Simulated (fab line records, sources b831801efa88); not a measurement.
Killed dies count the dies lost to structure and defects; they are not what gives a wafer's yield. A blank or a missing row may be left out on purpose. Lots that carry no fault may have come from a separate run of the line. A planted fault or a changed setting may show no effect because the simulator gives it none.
Chamber matching / flow gf180mcu / 3 sister chambers for GF_V3_CVD_02 on pecvd-02
The step deposits SiO2 from TEOS, target thk 850 nm, time 94.851 s. 3 wafers are shown with their chamber, then 12 later ones without.

WAFERS WITH THEIR CHAMBER
wafer=L085.4; chamber=1; heaterPowerW (W)=733
wafer=L085.5; chamber=0; heaterPowerW (W)=777
wafer=L085.6; chamber=2; heaterPowerW (W)=671

WAFERS WITHOUT THEIR CHAMBER
wafer=L086.1; heaterPowerW (W)=790
wafer=L086.3; heaterPowerW (W)=687
wafer=L086.5; heaterPowerW (W)=633
wafer=L090.2; heaterPowerW (W)=757
wafer=L090.4; heaterPowerW (W)=658
wafer=L090.6; heaterPowerW (W)=683
wafer=L091.1; heaterPowerW (W)=715
wafer=L091.2; heaterPowerW (W)=681
wafer=L091.3; heaterPowerW (W)=665
wafer=L091.4; heaterPowerW (W)=736
wafer=L091.5; heaterPowerW (W)=703
wafer=L091.6; heaterPowerW (W)=724

WHICH CHAMBER EACH ONE RAN IN
wafer=L086.1; from the rows above=0; in truth=0
wafer=L086.3; from the rows above=can't be placed: 2 or 1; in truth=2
wafer=L086.5; from the rows above=2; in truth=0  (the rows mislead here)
wafer=L090.2; from the rows above=can't be placed: 0 or 1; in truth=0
wafer=L090.4; from the rows above=2; in truth=2
wafer=L090.6; from the rows above=2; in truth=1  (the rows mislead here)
wafer=L091.1; from the rows above=can't be placed: 1 or 2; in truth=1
wafer=L091.2; from the rows above=2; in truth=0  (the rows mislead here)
wafer=L091.3; from the rows above=2; in truth=2
wafer=L091.4; from the rows above=1; in truth=1
wafer=L091.5; from the rows above=can't be placed: 1 or 2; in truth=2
wafer=L091.6; from the rows above=1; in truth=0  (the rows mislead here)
4 of 12 placed correctly. Cannot be placed on the basis of these rows: 4; the candidates contain the true chamber in 4. 4 placed wrongly.
How it was worked out, from the rows above alone: a wafer's distance from a chamber is the root of the sum, over the readings, of the square of ((its reading less the chamber's mean) divided by the reading's scatter). The wafer belongs to the nearest chamber; if the next one is less than 2 further off, it can't be placed. A chamber's mean is the mean of its shown wafers. The scatter: root of mean squared gap, hidden wafer to nearest shown wafer, with one shown wafer a chamber.
